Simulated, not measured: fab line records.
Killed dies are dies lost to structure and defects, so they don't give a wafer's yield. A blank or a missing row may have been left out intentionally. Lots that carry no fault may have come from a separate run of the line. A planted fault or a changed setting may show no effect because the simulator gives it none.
Struck lot and sound lot, side by side    flow sky130    15 steps out of a route of 708
Sound: wafers L995.1, L995.3, L995.6. Wafers L990.2, L990.5, L990.6 were the ones struck. Last of all comes the cause.
Each step with rows lists, per side, the tool, then ch with its chambers, then its first start. Under that, the readings that differ: sound wafers    struck wafers    difference of the means    sigmas: that difference in standard deviations of wafers without a fault.
alike: same words and numbers on both sides, and readings whose means sit less than 2 such deviations apart. not compared: any withheld reading, any reading some wafer has no value for, any bound like >300 that may hide the same value, and any number with overlapping values for which the record gives no deviation.
The two part at a step that has a row with sigmas, a row that says differs or no value, or rows on one side only. Numbers that have no deviation but don't overlap get no sigmas and don't part them. A reading missing from all wafers of one side parts the sides only when that side holds two or more wafers.

first, 6 steps without rows for these wafers: SKY_GATE_OXIDE_HMDS_04 (prime time 60 s); SKY_GATE_OXIDE_COAT_05 (resist thk 1140 nm); SKY_GATE_OXIDE_SOFTBAKE_06 (time 60 s); SKY_GATE_OXIDE_EXPOSE_07 (exposes mask LVOM, target cd 600 nm); SKY_GATE_OXIDE_PEB_08; SKY_GATE_OXIDE_DEVELOP_09 (develop time 60 s).
SKY_GATE_OXIDE_OVL_MEAS_10:
  struck on overlay-01, day 17 16:48; sound on overlay-01, day 19 11:21
  alike: GATE_OXIDE_OVL
then, 2 steps without rows for these wafers: SKY_GATE_OXIDE_IMPLANT_11; SKY_GATE_OXIDE_WET_ETCH_12 (etches SiO2 in dHF, target depth 16.8 nm, time 336 s).
SKY_GATE_OXIDE_STRIP_13: strips in O2/N2.
  sound on plasma asher-04 ch 0,1, day 19 11:39; struck on plasma asher-02 ch 0,1, day 17 17:05
  alike: drypump motor current A, o2 flow sccm, oes product au, strip time to endpoint s
  not compared: rf hours counter h
SKY_GATE_OXIDE_TW_MEAS_14:
  struck on film metro-02, day 17 17:12; sound on film metro-01, day 19 11:45
reading        sound              struck             difference  sigmas
GATE_OXIDE_TW  226.6 226.8 226.7  221.4 221.3 220.6  -5.6        -2
then, 1 step without rows for these wafers: SKY_GATE_OXIDE_CLEAN_15 (cleans in SC1/SC2, time 150 s).
SKY_GATE_OXIDE_OXIDATION_16: stabilise 600 s, purge 300 s, target thk 3.57 nm.
  sound on furnace-02 ch 0, day 19 11:52; struck on furnace-01 ch 0, day 17 17:38
reading                                            sound              struck             difference  sigmas
model.SiO2_of_GATE_OXIDE_OXIDATION_01.thk nm (nm)  11.73 11.63 11.78  11.95 11.88 11.88  +0.19       
  alike: tube_center_temp_C_max
then, 1 step without rows for these wafers: SKY_POLY_GATE_CVD_00 (deposits poly-Si, target thk 180 nm, time 720 s).
-- here the record skips 31 days between the struck wafers' starts before and after, leaving off in module POLY_GATE and picking up in module PAD_OPEN (first step shown: number 708 of the route) --
SKY_PAD_OPEN_PROBE_99:
  struck on prober-01, day 48 12:10; sound on prober-01, day 49 13:55
reading                                    sound              struck             difference  sigmas
model.etest.nfet_01v8.r on ohm um          828.9 825.5 846.7  932.1 910.6 907.8  +83.1       
model.etest.nfet_01v8_lvt.drive ua um      580.1 580.4 573.5  495.5 499.5 511.8  -75.7       
model.etest.nfet_01v8_swapped.drive ua um  508.2 513.2 503.3  428 437.3 446.8    -71         
model.etest.nfet_01v8_turned.drive ua um   508.9 511.4 502.8  430.6 438.1 442.3  -70.7       
model.etest.nfet_01v8.drive ua um          511.7 509.2 497.9  424.8 432.8 438.8  -74.1       
model.etest.sram nfet pass.drive ua um     482.8 489.6 490    416.8 403.2 423    -73.1       
  alike: killed_at_M0_to_M3, killed_at_M4_up, killed at contacts, killed at front end, killed at other, killed dies, killed open, killed short
  not compared: model.etest.pfet_01v8.r on ohm um, model.etest.nfet g5v0d10v5.drive ua um

## WHERE THEY PART
Only at SKY_GATE_OXIDE_TW_MEAS_14, as far as this record shows. Later steps at which nothing parts them and some readings are alike: SKY_GATE_OXIDE_OXIDATION_16, SKY_PAD_OPEN_PROBE_99.

WHY: what had been put in by the simulator
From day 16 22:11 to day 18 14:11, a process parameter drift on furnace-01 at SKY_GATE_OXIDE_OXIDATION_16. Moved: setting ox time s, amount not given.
